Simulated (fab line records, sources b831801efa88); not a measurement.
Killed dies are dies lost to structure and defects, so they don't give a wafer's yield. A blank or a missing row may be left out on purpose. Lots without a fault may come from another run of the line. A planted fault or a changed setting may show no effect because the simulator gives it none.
fab line records | flow sky130
record lots=6 wafers=18 last_day=50
route steps=708 shown VIA2@525 METAL3@532 CAPM@537 PAD_OPEN@708
lots that met no fault: from a run of the same line without faults
start_h: hours from the record's first day to the start of the lot's first wafer shown | wait_h: hours since the lot's step before | " the same as in the row above | L1.1+2: a row that stands for several wafers | - no value, or no start given | * or withheld: withheld | < > ~ a bound
route shown NAME@n: a module of which the file shows steps, and the number in the route of the first | usual: mean/standard deviation of fault-free wafers | same: alike in all rows | chamber/n: place in a boat | sites: the reading at each site | _std_site: their standard deviation | _edge_site: outer sites' mean less inner sites' | radius_mm: how far each site lies from the wafer's centre | mask NAME#n: copy n | behind: the tool/chamber that last shaped the wafer | hold: why the lot was held/for how many hours/how that ended | device: the transistor (n, p or np) that didn't switch | end of line: the same wafers' tests at the end of the route | a step without rows: its recipe alone | killed: dies lost to structure and defects at the first sort, not the wafer's yield | map: a wafer's dies, x killed, . not, _ none there
set.NAME: the setting as run; set.NAME@STEP: as run at that earlier step | model.NAME: the simulator's own value behind a step, which no gauge read
lots at some steps of the route; a table a step, a row a wafer
services: from which hour (start_h, from the record's first day; less than 0 if before it) a tool's chamber was out of use, for how many hours, and why
## steps
# step SKY_VIA2_CLEAN_18
# recipe chemistry=IPA time_s=180 temp_c=25
# step SKY_VIA2_CLEAN_19
# recipe chemistry=O3/DIW dry=n2_spin
# step SKY_VIA2_SPUTTER_20
# recipe material=TiN target_thk_nm=20 chamber_pressure_pa=5 power_w=4000 time_s=80
# step SKY_VIA2_CVD_21
# recipe material=W target_thk_nm=420 time_s=126.4 temp_c=400 pressure_torr=40
# step SKY_VIA2_RS_MEAS_22
# recipe thk_meas_gauge=four-point-probe reads=W_of_VIA2_CVD_21+TiN_of_VIA2_SPUTTER_20
# usual VIA2_W_RS=0.2742/0.0027
# columns lot.wafer tool chamber start_h wait_h VIA2_W_RS[ohm/sq]
L510.3 film_metro-01 - 844.26 0.1 0.2756
L510.4 " - " " 0.2753
L510.5 " - " " 0.2739
L514.2 film_metro-02 - 879.25 0.2 0.2744
L514.4 " - " " 0.2720
L514.6 " - " " 0.2705
L525.2 film_metro-02 - 959.81 0.1 0.2750
L525.3 " - " " 0.2747
L525.4 " - " " 0.2713
L527.2 film_metro-02 - 992.32 0.1 0.2707
L527.3 " - " " 0.2706
L527.6 " - " " 0.2721
L529.2 film_metro-02 - 998.97 0.1 0.2703
L529.4 " - " " 0.2749
L529.6 " - " " 0.2717
L531.1 film_metro-03 - 1003.81 0.2 0.2771
L531.4 " - " " 0.2781
L531.6 " - " " 0.2749
# step SKY_VIA2_THK_MEAS_23
# recipe thk_meas_gauge=xrf reads=W_of_VIA2_CVD_21
# usual VIA2_W_THK=391/6.2
# columns lot.wafer tool chamber start_h wait_h VIA2_W_THK[nm]
L510.3 film_metro-01 - 844.36 0.1 388
L510.4 " - " " 386
L510.5 " - " " 389
L514.2 film_metro-02 - 879.36 0.1 384
L514.4 " - " " 389
L514.6 " - " " 393
L525.2 film_metro-02 - 959.92 0.1 392
L525.3 " - " " 393
L525.4 " - " " 398
L527.2 film_metro-02 - 992.43 0.1 397
L527.3 " - " " 397
L527.6 " - " " 390
L529.2 film_metro-02 - 999.08 0.1 396
L529.4 " - " " 391
L529.6 " - " " 395
L531.1 film_metro-03 - 1003.93 0.1 390
L531.4 " - " " 390
L531.6 " - " " 391
# step SKY_VIA2_CMP_24
# recipe stop_on=SiO2 t_overpolish_s=20 down_force_psi=3.5 platen_rpm=60 target_thk_nm=0 pad_velocity_m_s=0.94248
# step SKY_METAL3_SPUTTER_00
# recipe material=Ti target_thk_nm=15 power_w=3000 time_s=10 chamber_pressure_pa=0.4
# step SKY_METAL3_SPUTTER_01
# recipe material=TiN target_thk_nm=20 power_w=6500 time_s=16.7 chamber_pressure_pa=0.4
# step SKY_METAL3_SPUTTER_02
# recipe material=AlCu target_thk_nm=735 power_w=10600 time_s=39.1 chamber_pressure_pa=0.4
# step SKY_METAL3_SPUTTER_03
# recipe material=Ti target_thk_nm=5 power_w=3000 time_s=3.3 chamber_pressure_pa=0.4
# usual throttle_valve_pct=29.7/1.2
# columns lot.wafer tool chamber start_h wait_h throttle_valve_pct
L510.3 pvd_sputter-03 - 844.78 0.0 30.0
L510.4 " - " " 31.6
L510.5 " - " " 29.9
L514.2 pvd_sputter-04 - 879.80 0.0 28.7
L514.4 " - " " 30.3
L514.6 " - " " 29.0
L525.2 pvd_sputter-01 - 960.36 0.0 29.1
L525.3 " - " " 28.5
L525.4 " - " " 32.2
L527.2 pvd_sputter-01 - 992.86 0.0 31.7
L527.3 " - " " 28.7
L527.6 " - " " 28.7
L529.2 pvd_sputter-01 - 999.51 0.0 28.5
L529.4 " - " " 29.0
L529.6 " - " " 32.2
L531.1 pvd_sputter-01 - 1004.37 0.0 32.1
L531.4 " - " " 28.5
L531.6 " - " " 29.0
# step SKY_METAL3_SPUTTER_04
# recipe material=TiN target_thk_nm=70 power_w=6500 time_s=58.3 chamber_pressure_pa=0.4
# usual throttle_valve_pct=29.7/1.2
# columns lot.wafer tool chamber start_h wait_h throttle_valve_pct
L510.3 pvd_sputter-03 - 844.80 0.0 29.9
L510.4 " - " " 31.4
L510.5 " - " " 29.8
L514.2 pvd_sputter-04 - 879.82 0.0 29.1
L514.4 " - " " 30.1
L514.6 " - " " 28.9
L525.2 pvd_sputter-01 - 960.38 0.0 28.6
L525.3 " - " " 28.7
L525.4 " - " " 32.1
L527.2 pvd_sputter-01 - 992.88 0.0 32.2
L527.3 " - " " 28.4
L527.6 " - " " 28.6
L529.2 pvd_sputter-01 - 999.53 0.0 28.6
L529.4 " - " " 29.1
L529.6 " - " " 31.7
L531.1 pvd_sputter-01 - 1004.39 0.0 31.8
L531.4 " - " " 28.8
L531.6 " - " " 28.8
# step SKY_CAPM_CVD_00
# recipe material=SiO2 target_thk_nm=15.5 temp_c=400 time_s=withheld rf_w=450
# usual heater_power_w=686/110
# columns lot.wafer tool chamber start_h wait_h heater_power_w model.SiO2_of_CAPM_CVD_00.thk_nm
L510.3 pecvd-03 0 844.85 0.0 643 15.53
L510.4 " 2 " " 611 16
L510.5 " 0 " " 660 15.67
L514.2 pecvd-01 0 879.87 0.0 632 15.54
L514.4 " 1 " " 648 15.56
L514.6 " 0 " " 618 15.86
L525.2 pecvd-03 2 960.43 0.0 706 27.65
L525.3 " 0 " " 670 15.4
L525.4 " 1 " " 577 15.91
L527.2 pecvd-03 0 992.93 0.0 643 27.33
L527.3 " 2 " " 648 15.74
L527.6 " 1 " " 613 27.62
L529.2 pecvd-02 0 999.58 0.0 810 15.7
L529.4 " 1 " " 811 15.44
L529.6 " 0 " " 781 15.96
L531.1 pecvd-01 2 1004.44 0.0 678 15.27
L531.4 " 0 " " 638 15.49
L531.6 " 2 " " 670 15.35
# step SKY_CAPM_THK_MEAS_01
# recipe reads=SiO2_of_CAPM_CVD_00
# usual CAPM_CVD_00_THK=15.57/0.24
# columns lot.wafer tool chamber start_h wait_h CAPM_CVD_00_THK[nm]
L510.3 film_metro-01 - 844.89 - 15.52
L510.4 " - " " 16.05
L510.5 " - " " 15.64
L514.2 film_metro-02 - 879.90 - 15.51
L514.4 " - " " 15.61
L514.6 " - " " 15.84
L525.2 film_metro-01 - 960.46 - 27.67
L525.3 " - " " 15.38
L525.4 " - " " 15.84
L527.2 film_metro-02 - 992.96 - 27.31
L527.3 " - " " 15.66
L527.6 " - " " 27.61
L529.2 film_metro-02 - 999.61 - 15.71
L529.4 " - " " 15.46
L529.6 " - " " 16.02
L531.1 film_metro-04 - 1004.46 - 15.30
L531.4 " - " " 15.50
L531.6 " - " " 15.35
# step SKY_CAPM_SPUTTER_02
# recipe material=TiN target_thk_nm=200 temp_c=300 power_w=6500 time_s=166.7 chamber_pressure_pa=0.4
# step SKY_CAPM_RS_MEAS_03
# recipe thk_meas_gauge=four-point-probe reads=TiN_of_CAPM_SPUTTER_02
# usual CAPM_TIN_RS=6.94/0.061
# columns lot.wafer tool chamber start_h wait_h CAPM_TIN_RS[ohm/sq]
L510.3 film_metro-01 - 845.08 0.1 6.96
L510.4 " - " " 6.99
L510.5 " - " " 6.88
L514.2 film_metro-01 - 880.08 0.1 6.96
L514.4 " - " " 6.92
L514.6 " - " " 7.06
L525.2 film_metro-01 - 960.64 0.1 6.92
L525.3 " - " " 7.01
L525.4 " - " " 7.04
L527.2 film_metro-01 - 993.14 0.1 6.92
L527.3 " - " " 6.99
L527.6 " - " " 7.02
L529.2 film_metro-01 - 999.79 0.1 6.98
L529.4 " - " " 6.90
L529.6 " - " " 6.95
L531.1 film_metro-02 - 1004.63 0.1 6.86
L531.4 " - " " 6.89
L531.6 " - " " 6.86
# step SKY_CAPM_THK_MEAS_04
# recipe thk_meas_gauge=xrf reads=TiN_of_CAPM_SPUTTER_02
# usual CAPM_TIN_THK=201.2/1.8
# columns lot.wafer tool chamber start_h wait_h CAPM_TIN_THK[nm]
L510.3 film_metro-01 - 845.18 0.1 201.2
L510.4 " - " " 200.7
L510.5 " - " " 202.9
L514.2 film_metro-01 - 880.19 0.1 201.7
L514.4 " - " " 203.0
L514.6 " - " " 199.1
L525.2 film_metro-01 - 960.75 0.1 201.2
L525.3 " - " " 200.6
L525.4 " - " " 199.1
L527.2 film_metro-01 - 993.25 0.1 201.8
L527.3 " - " " 199.9
L527.6 " - " " 199.7
L529.2 film_metro-01 - 999.90 0.1 200.9
L529.4 " - " " 203.6
L529.6 " - " " 200.2
L531.1 film_metro-02 - 1004.75 0.1 203.2
L531.4 " - " " 203.9
L531.6 " - " " 203.9
# step SKY_CAPM_DEHYDRATE_05
# recipe temp_c=200 time_s=60
# step SKY_CAPM_HMDS_06
# recipe prime_time_s=60 prime_temp_c=120
# step SKY_CAPM_COAT_07
# recipe resist=NOVOLAK spin_rpm=3000 resist_thk_nm=1140
# step SKY_CAPM_SOFTBAKE_08
# recipe temp_c=90 time_s=60 resist=NOVOLAK
# step SKY_CAPM_EXPOSE_09
# recipe mask_id=CAPM na=0.6 source_shape=conventional sigma_outer=0.6 polarization=unpolarized target_cd_nm=1000 dose_mj=159
# step SKY_CAPM_PEB_10
# recipe temp_c=withheld time_s=* resist=NOVOLAK
# step SKY_CAPM_DEVELOP_11
# recipe resist=NOVOLAK developer=TMAH develop_time_s=60 dev_temp_c=23
# step SKY_CAPM_OVL_MEAS_12
# usual CAPM_OVL=-0.3/1.4
# columns lot.wafer tool chamber start_h wait_h CAPM_OVL[nm]
L510.3 overlay-01 - 871.93 0.1 0.2
L510.4 " - " " -1.6
L510.5 " - " " -0.6
L514.2 overlay-02 - 906.13 0.1 0.2
L514.4 " - " " 0.1
L514.6 " - " " 1.1
L525.2 overlay-02 - 985.97 0.1 -1.6
L525.3 " - " " -1.1
L525.4 " - " " -0.9
L527.2 overlay-02 - 1015.28 0.1 -1.0
L527.3 " - " " 0.9
L527.6 " - " " -0.7
L529.2 overlay-02 - 1021.87 0.1 -2.0
L529.4 " - " " -2.4
L529.6 " - " " -2.5
L531.1 overlay-02 - 1026.87 0.1 -2.2
L531.4 " - " " -2.7
L531.6 " - " " -2.2
# step SKY_CAPM_METAL_ETCH_13
# recipe target_depth_nm=220 stop_on=SiO2 chemistry=Cl2/BCl3 target=TiN pressure_mtorr=10 icp_w=900 bias_w=48.5 Cl2_flow_sccm=60 bcl3_flow_sccm=30 time_s=62.9
# usual drypump_motor_current_A=5.7/0.42 oes_product_au=0.939/0.0064 throttle_valve_pct=21.903/0.0093
# columns lot.wafer tool chamber start_h wait_h drypump_motor_current_A oes_product_au rf_hours_counter_h throttle_valve_pct
L510.3 rie_metal-03 1 871.98 0.0 5.4 0.934 - 21.896
L510.4 " 0 " " 6.3 0.932 - 21.901
L510.5 " 1 " " 5.4 0.938 - 21.893
L514.2 rie_metal-02 0 906.16 0.0 5.7 0.930 10 21.889
L514.4 " 0 " " 5.7 0.946 - 21.902
L514.6 " 1 " " 6.2 0.925 - 21.892
L525.2 rie_metal-04 0 986.03 0.0 5.5 0.936 - 21.914
L525.3 " 0 " " 5.5 0.939 - 21.895
L525.4 " 0 " " 5.5 0.928 - 21.909
L527.2 rie_metal-02 1 1015.31 0.0 6.2 0.936 18 21.890
L527.3 " 1 " " 6.2 0.942 - 21.907
L527.6 " 0 " " 5.7 0.925 - 21.906
L529.2 rie_metal-02 0 1021.90 0.0 5.7 0.935 16 21.882
L529.4 " 1 " " 6.2 0.948 - 21.891
L529.6 " 1 " " 6.2 0.943 - 21.900
L531.1 rie_metal-04 0 1026.91 0.0 5.5 0.948 25 21.904
L531.4 " 0 " " 5.5 0.945 - 21.909
L531.6 " 0 " " 5.5 0.944 - 21.912
# step SKY_CAPM_STRIP_14
# recipe chemistry=O2/N2 power_w=1400 pressure_mtorr=1500 platen_temp_c=withheld o2_flow_sccm=3000 n2_flow_sccm=300 overash_fraction=0.5
# usual drypump_motor_current_A=5.7/0.37 oes_product_au=0.710/0.0046 strip_time_to_endpoint_s=12.66/0.043
# columns lot.wafer tool chamber start_h wait_h drypump_motor_current_A oes_product_au rf_hours_counter_h strip_time_to_endpoint_s
L510.3 plasma_asher-02 0 872.06 0.1 6.1 0.710 - 12.68
L510.4 " 1 " " 5.4 0.711 - 12.72
L510.5 " 1 " " 5.4 0.703 - 12.68
L514.2 plasma_asher-03 1 906.24 0.1 5.7 0.717 79 12.69
L514.4 " 1 " " 5.7 0.716 - 12.70
L514.6 " 0 " " 5.8 0.708 - 12.71
L525.2 plasma_asher-02 0 986.16 0.1 6.1 0.712 112 12.62
L525.3 " 1 " " 5.5 0.707 - 12.65
L525.4 " 0 " " 6.1 0.704 - 12.61
L527.2 plasma_asher-02 1 1015.38 0.1 5.4 0.708 115 12.64
L527.3 " 0 " " 6.1 0.712 - 12.56
L527.6 " 0 " " 6.1 0.710 - 12.64
L529.2 plasma_asher-02 1 1021.98 0.1 5.4 0.718 115 12.66
L529.4 " 0 " " 6.1 0.704 - 12.70
L529.6 " 1 " " 5.4 0.707 - 12.69
L531.1 plasma_asher-03 0 1027.06 0.1 5.8 0.714 90 12.62
L531.4 " 1 " " 5.7 0.707 - 12.59
L531.6 " 0 " " 5.8 0.705 - 12.63
# step SKY_CAPM_STRIP_15
# recipe chemistry=post_etch_residue_remover time_s=1200 temp_c=72.5
# step SKY_CAPM_CLEAN_16
# recipe chemistry=IPA time_s=180 temp_c=25
# step SKY_CAPM_CLEAN_17
# recipe chemistry=O3/DIW dry=n2_spin
# step SKY_METAL3_DEHYDRATE_05
# recipe temp_c=200 time_s=60
# step SKY_METAL3_HMDS_06
# recipe prime_time_s=60 prime_temp_c=120
# step SKY_METAL3_COAT_07
# recipe resist=BARC temp_c=withheld time_s=withheld spin_rpm=3000 resist_thk_nm=60
# step SKY_METAL3_COAT_08
# recipe resist=KrF-thick spin_rpm=3000 resist_thk_nm=1140
# step SKY_METAL3_SOFTBAKE_09
# recipe temp_c=100 time_s=90 resist=KrF-thick
# step SKY_METAL3_EXPOSE_10
# recipe mask_id=MM3 na=0.68 source_shape=annular sigma_inner=0.4 sigma_outer=0.8 target_cd_nm=300 dose_mj=28
# step SKY_METAL3_PEB_11
# recipe peb_temp_c=withheld peb_time_s=withheld resist=KrF-thick
# step SKY_METAL3_DEVELOP_12
# recipe develop_time_s=60 resist=KrF-thick dev_temp_c=21
# step SKY_METAL3_CD_MEAS_13
# recipe target_cd_nm=300
# usual cd_nm=299.6/1.6
# columns lot.wafer tool chamber start_h wait_h cd_nm
L510.3 cd_sem-01 - 898.99 - 301.3
L510.4 " - " " 300.8
L510.5 " - " " 301.8
L514.2 cd_sem-01 - 933.54 - 298.8
L514.4 " - " " 297.2
L514.6 " - " " 298.2
L525.2 cd_sem-02 - 1009.89 - 297.9
L525.3 " - " " 299.3
L525.4 " - " " 299.1
L527.2 cd_sem-02 - 1038.34 - 299.4
L527.3 " - " " 299.8
L527.6 " - " " 299.5
L529.2 cd_sem-02 - 1044.44 - 297.5
L529.4 " - " " 296.8
L529.6 " - " " 297.8
L531.1 cd_sem-01 - 1049.90 - 299.4
L531.4 " - " " 299.5
L531.6 " - " " 300.0
# step SKY_METAL3_OVL_MEAS_14
# usual METAL3_OVL=1/5.2
# columns lot.wafer tool chamber start_h wait_h METAL3_OVL[nm]
L510.3 overlay-02 - 899.08 0.1 -2
L510.4 " - " " -1
L510.5 " - " " -2
L514.2 overlay-02 - 933.65 0.1 2
L514.4 " - " " 5
L514.6 " - " " -1
L525.2 overlay-01 - 1010.00 0.1 -1
L525.3 " - " " 0
L525.4 " - " " -2
L527.2 overlay-02 - 1038.45 0.1 6
L527.3 " - " " 10
L527.6 " - " " 4
L529.2 overlay-02 - 1044.55 0.1 0
L529.4 " - " " -1
L529.6 " - " " 2
L531.1 overlay-01 - 1050.02 0.1 -2
L531.4 " - " " -3
L531.6 " - " " 1
# step SKY_METAL3_DESCUM_15
# recipe chemistry=O2 source_power_w=150 bias_power_w=0 pressure_mtorr=10 temp_c=40 time_s=8
# usual drypump_motor_current_A=5.9/0.47 oes_product_au=1.003/0.011
# columns lot.wafer tool chamber start_h wait_h drypump_motor_current_A oes_product_au rf_hours_counter_h
L510.3 rie_metal-04 1 899.12 0.0 5.0 0.996 -
L510.4 " 0 " " 5.5 1.014 -
L510.5 " 0 " " 5.5 1.014 -
L514.2 rie_metal-03 1 933.68 0.0 5.4 0.995 17
L514.4 " 0 " " 6.4 1.002 -
L514.6 " 0 " " 6.4 1.007 -
L525.2 rie_metal-04 1 1010.03 0.0 5.0 0.987 2
L525.3 " 1 " " 5.0 0.985 -
L525.4 " 0 " " 5.5 1.006 -
L527.2 rie_metal-01 1 1038.48 0.0 6.4 1.022 8
L527.3 " 0 " " 5.8 1.001 -
L527.6 " 0 " " 5.8 1.000 -
L529.2 rie_metal-03 1 1044.58 0.0 5.3 0.988 22
L529.4 " 0 " " 6.4 1.017 -
L529.6 " 1 " " 5.4 0.996 -
L531.1 rie_metal-01 0 1050.06 0.0 5.8 0.998 19
L531.4 " 1 " " 6.4 1.017 -
L531.6 " 0 " " 5.8 0.996 -
# step SKY_METAL3_ETCH_16
# recipe chemistry=N2/H2 target=BARC ion_energy_ev=200 bias_w=100 pressure_mtorr=30 n2_flow_sccm=100 h2_flow_sccm=200 icp_w=500 stop_on=SiO2 time_s=88.2 target_depth_a=600
# step SKY_METAL3_ETCH_17
# recipe target=SiO2 stop_on=TiN chemistry=C4F8/O2/Ar source_w=1500 bias_w=1200 pressure_mtorr=40 c4f8_flow_sccm=withheld O2_flow_sccm=6 Ar_flow_sccm=300 time_s=3.9 target_depth_a=150
# usual oes_product_au=0.756/0.0075
# columns lot.wafer tool chamber start_h wait_h oes_product_au rf_hours_counter_h model.etch.depth_nm
L510.3 rie_diel-03 3 899.24 0.0 0.750 17 15.53
L510.4 " 0 " " 0.771 24 16
L510.5 " 1 " " 0.752 - 15.67
L514.2 rie_diel-02 0 933.81 0.1 0.759 19 15.54
L514.4 " 2 " " 0.763 6 15.56
L514.6 " 2 " " 0.767 - 15.86
L525.2 rie_diel-02 2 1010.16 0.1 1.001 9 25.57
L525.3 " 1 " " 0.750 - 15.4
L525.4 " 2 " " 0.763 - 15.91
L527.2 rie_diel-03 1 1038.61 0.1 1.002 27 25.94
L527.3 " 2 " " 0.766 15 15.74
L527.6 " 3 " " 0.999 - 25.5
L529.2 rie_diel-02 3 1044.71 0.1 0.768 17 15.7
L529.4 " 0 " " 0.748 22 15.44
L529.6 " 0 " " 0.761 - 15.96
L531.1 rie_diel-03 2 1050.19 0.1 0.741 15 15.27
L531.4 " 1 " " 0.754 28 15.49
L531.6 " 1 " " 0.744 - 15.35
# step SKY_PAD_OPEN_PROBE_99
# usual defect_limited_yield=82.5/1.9 killed_at_M0_to_M3=42/7.4 killed_at_M4_up=3.4/1.8 killed_at_contacts=25/5.4 killed_at_front_end=15/4.4 killed_at_other=0.2/0.52 killed_dies=86/9.3 killed_open=47/7.6 killed_short=39/6.5
# same gross_dies=492 killed_at_back_side=0
# columns lot.wafer tool chamber start_h wait_h defect_limited_yield[%] killed_at_M0_to_M3 killed_at_M4_up killed_at_contacts killed_at_front_end killed_at_other killed_dies killed_open killed_short model.etest.tester.sort_n_pass model.etest.tester.sort_yield_pct model.etest.tester.sort_bin_3_pct model.etest.res_xhigh_po.short model.etest.res_high_po.short model.etest.res_deep_nwell.short model.etest.met2.short model.etest.licon_ndiff.short
L510.3 prober-02 - 1076.26 0.2 81.7 42 3 31 14 0 90 44 46 402 81.71 1.423 0 0 0 0 0
L510.4 prober-02 - 1076.31 0.2 84.8 36 3 27 8 1 75 39 36 417 84.76 0.6098 0 0 0 0 0
L510.5 prober-02 - 1076.36 0.2 83.3 39 1 25 16 1 82 44 38 410 83.33 0.813 0 0 0 0 0
L514.2 prober-02 - 1101.85 0.1 81.9 47 0 27 15 0 89 55 34 403 81.91 0.4065 0 0 0 0 0
L514.4 prober-02 - 1101.95 0.2 80.1 54 5 25 14 0 98 51 47 394 80.08 1.016 0 0 0 0 0
L514.6 prober-02 - 1102.05 0.2 81.3 56 4 19 13 0 92 47 45 400 81.3 1.626 0 0 0 0 0
L525.2 prober-02 - 1160.89 0.1 79.7 51 5 30 14 0 100 57 43 0 0 80.59 1 1 1 1 1
L525.3 prober-02 - 1160.94 0.2 78.7 49 3 34 19 0 105 63 42 387 78.66 0.4065 0 0 0 0 0
L525.4 prober-02 - 1160.99 0.2 81.5 41 3 24 23 0 91 50 41 401 81.5 0.813 0 0 0 0 0
L527.2 prober-01 - 1182.65 0.1 82.9 30 1 39 14 0 84 43 41 0 0 82.19 1 1 1 1 1
L527.3 prober-01 - 1182.70 0.2 80.3 42 5 35 15 0 97 59 38 395 80.28 0.4065 0 0 0 0 0
L527.6 prober-01 - 1182.85 0.2 80.1 59 3 15 21 0 98 58 40 0 0 80.4 1 1 1 1 1
L529.2 prober-02 - 1186.70 0.1 81.9 43 2 28 16 0 89 44 45 403 81.91 1.423 0 0 0 0 0
L529.4 prober-02 - 1186.80 0.2 83.3 37 6 25 14 0 82 40 42 410 83.33 0.2033 0 0 0 0 0
L529.6 prober-02 - 1186.90 0.2 83.9 37 5 28 9 0 79 37 42 413 83.94 1.016 0 0 0 0 0
L531.1 prober-02 - 1191.55 0.1 77.8 59 4 30 16 0 109 56 53 383 77.85 1.626 0 0 0 0 0
L531.4 prober-02 - 1191.70 0.2 84.6 46 2 14 14 0 76 42 34 416 84.55 1.016 0 0 0 0 0
L531.6 prober-02 - 1191.80 0.2 83.5 42 2 24 13 0 81 53 28 411 83.54 1.016 0 0 0 0 0
# killed by level:class
L510.3 CONTACT:geometric_particle:open=12 METAL1:geometric_particle:short=9 LI_CONTACT:geometric_particle:open=9 FIELD_ISO:geometric_particle:short=7 VIA1:geometric_particle:short=6 VIA1:geometric_particle:open=6 VIA2:geometric_particle:open=6 METAL2:geometric_particle:short=5
L510.4 VIA1:geometric_particle:open=12 CONTACT:geometric_particle:open=10 CONTACT:geometric_particle:short=10 METAL2:geometric_particle:short=4 VIA2:geometric_particle:open=4 VIA3:geometric_particle:open=4 POLY_GATE:geometric_particle:short=3 LI_CONTACT:geometric_particle:open=3
L510.5 CONTACT:geometric_particle:open=12 VIA1:geometric_particle:open=8 VIA3:geometric_particle:open=6 VIA2:geometric_particle:open=5 FIELD_ISO:geometric_particle:open=4 CONTACT:geometric_particle:short=4 LOCAL_INTERCONNECT:geometric_particle:short=4 POLY_GATE:geometric_particle:short=4
L514.2 VIA1:geometric_particle:open=15 LI_CONTACT:geometric_particle:open=8 LOCAL_INTERCONNECT:geometric_particle:short=7 CONTACT:geometric_particle:open=6 VIA3:geometric_particle:open=6 FIELD_ISO:geometric_particle:open=5 VIA1:geometric_particle:short=5 METAL1:geometric_particle:open=4
L514.4 LI_CONTACT:geometric_particle:open=11 VIA1:geometric_particle:short=9 VIA1:geometric_particle:open=9 VIA3:geometric_particle:open=7 METAL1:geometric_particle:short=7 CONTACT:geometric_particle:open=6 VIA2:geometric_particle:open=6 FIELD_ISO:geometric_particle:short=5
L514.6 METAL1:geometric_particle:short=14 VIA2:geometric_particle:open=7 METAL2:geometric_particle:short=7 VIA3:geometric_particle:open=7 LI_CONTACT:geometric_particle:open=6 VIA1:geometric_particle:open=6 FIELD_ISO:geometric_particle:open=5 CONTACT:geometric_particle:open=5
L525.2 VIA1:geometric_particle:open=15 LI_CONTACT:geometric_particle:open=10 CONTACT:geometric_particle:open=10 VIA2:geometric_particle:open=7 VIA3:geometric_particle:open=7 LOCAL_INTERCONNECT:geometric_particle:short=5 CONTACT:geometric_particle:short=5 VIA1:geometric_particle:short=5
L525.3 VIA1:geometric_particle:open=16 LI_CONTACT:geometric_particle:open=12 METAL1:geometric_particle:short=8 LOCAL_INTERCONNECT:geometric_particle:short=7 CONTACT:geometric_particle:open=7 POLY_GATE:geometric_particle:open=6 CONTACT:geometric_particle:short=6 VIA2:geometric_particle:open=5
L525.4 CONTACT:geometric_particle:open=10 FIELD_ISO:geometric_particle:short=9 VIA1:geometric_particle:open=9 LI_CONTACT:geometric_particle:open=6 VIA2:geometric_particle:open=6 VIA3:geometric_particle:open=6 POLY_GATE:geometric_particle:open=5 CONTACT:geometric_particle:short=5
L527.2 LI_CONTACT:geometric_particle:open=12 CONTACT:geometric_particle:open=9 VIA1:geometric_particle:open=9 CONTACT:geometric_particle:short=7 LOCAL_INTERCONNECT:geometric_particle:short=6 METAL1:geometric_particle:short=6 FIELD_ISO:geometric_particle:short=4 LI_CONTACT:geometric_particle:short=4
L527.3 LI_CONTACT:geometric_particle:open=14 VIA1:geometric_particle:open=11 VIA2:geometric_particle:open=8 METAL1:geometric_particle:short=7 CONTACT:geometric_particle:open=7 FIELD_ISO:geometric_particle:open=5 POLY_GATE:geometric_particle:open=5 CONTACT:geometric_particle:short=5
L527.6 VIA2:geometric_particle:open=13 METAL2:geometric_particle:short=10 FIELD_ISO:geometric_particle:open=8 VIA1:geometric_particle:open=8 VIA3:geometric_particle:open=7 CONTACT:geometric_particle:open=6 VIA2:geometric_particle:short=5 POLY_GATE:geometric_particle:open=4
L529.2 VIA2:geometric_particle:open=12 LI_CONTACT:geometric_particle:open=7 CONTACT:geometric_particle:short=7 METAL1:geometric_particle:short=7 VIA3:geometric_particle:open=6 FIELD_ISO:geometric_particle:open=5 LOCAL_INTERCONNECT:geometric_particle:short=5 FIELD_ISO:geometric_particle:short=4
L529.4 CONTACT:geometric_particle:open=8 VIA1:geometric_particle:open=8 LI_CONTACT:geometric_particle:open=7 METAL1:geometric_particle:short=7 VIA2:geometric_particle:open=6 FIELD_ISO:geometric_particle:short=5 FIELD_ISO:geometric_particle:open=5 CONTACT:geometric_particle:short=4
L529.6 VIA2:geometric_particle:open=8 LI_CONTACT:geometric_particle:open=7 CONTACT:geometric_particle:short=7 VIA1:geometric_particle:open=6 CONTACT:geometric_particle:open=5 VIA3:geometric_particle:short=5 LOCAL_INTERCONNECT:geometric_particle:short=4 VIA1:geometric_particle:short=4
L531.1 CONTACT:geometric_particle:open=13 VIA1:geometric_particle:open=12 VIA2:geometric_particle:open=11 VIA1:geometric_particle:short=7 METAL2:geometric_particle:short=7 CONTACT:geometric_particle:short=6 METAL3:geometric_particle:short=6 VIA3:geometric_particle:open=6
L531.4 VIA1:geometric_particle:open=12 VIA3:geometric_particle:open=12 LI_CONTACT:geometric_particle:open=5 VIA1:geometric_particle:short=5 POLY_GATE:geometric_particle:open=4 POLY_GATE:geometric_particle:short=4 METAL1:geometric_particle:short=4 VIA2:geometric_particle:open=4
L531.6 VIA1:geometric_particle:open=13 LI_CONTACT:geometric_particle:open=9 METAL1:geometric_particle:short=7 VIA2:geometric_particle:open=7 VIA3:geometric_particle:open=6 CONTACT:geometric_particle:open=5 POLY_GATE:geometric_particle:open=4 LOCAL_INTERCONNECT:geometric_particle:open=4
## services
# columns tool chamber start_h hours kind
pecvd-03 - 835.54 1.1 repair
rie_diel-03 0 839.57 15.2 repair
pecvd-03 1 848.67 4.1 repair
rie_metal-04 1 854.78 7.0 repair
rie_metal-01 - 859.83 2.8 pm
rie_diel-03 0 875.14 11.4 repair
pvd_sputter-03 - 875.89 0.6 repair
pecvd-03 - 885.98 2.8 pm
pvd_sputter-04 - 889.50 1.2 repair
rie_diel-02 1 893.04 2.9 repair
rie_metal-02 - 938.53 12.5 repair
rie_diel-02 3 939.96 7.9 repair
rie_metal-02 - 951.00 2.8 pm
rie_diel-02 - 952.82 0.4 repair
rie_metal-04 1 973.86 20.2 repair
plasma_asher-02 - 994.06 1.3 repair
rie_diel-02 - 998.90 0.4 repair
rie_diel-02 3 1005.23 8.1 repair
pvd_sputter-01 - 1005.80 7.8 repair
rie_diel-02 0 1007.88 15.0 repair
rie_diel-02 - 1025.26 15.6 pm
rie_metal-04 1 1025.74 13.0 repair
pvd_sputter-01 - 1026.63 2.4 repair
rie_diel-02 0 1041.17 2.9 repair
## key
first_sign step=SKY_CAPM_THK_MEAS_01 reading=CAPM_CVD_00_THK direction=up sigmas=50 usual=15.57 struck=27.53
effect step=SKY_METAL3_ETCH_17 reading=oes_product_au direction=up sigmas=33 usual=0.756 struck=1.001
model_effect step=SKY_CAPM_CVD_00 value=SiO2_of_CAPM_CVD_00.thk_nm without=15.52 struck=27.53
model_effect step=SKY_METAL3_ETCH_17 value=etch.depth_nm without=15.52 struck=25.67
model_effect step=SKY_PAD_OPEN_PROBE_99 value=etest.tester.sort_n_pass without=398 struck=0
met_at SKY_CAPM_CVD_00
struck_wafers L525.2,L527.2,L527.6
onset_between 844.85 960.43
fault kind=process_parameter_drift tool=pecvd-03 chamber=- onset_h=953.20 steps=SKY_CAPM_CVD_00 channel=target_thk_nm offset=12.042 shape=step end_h=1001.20 scope=struck_wafers_only acts_in=these_recipes_only stated=15.5
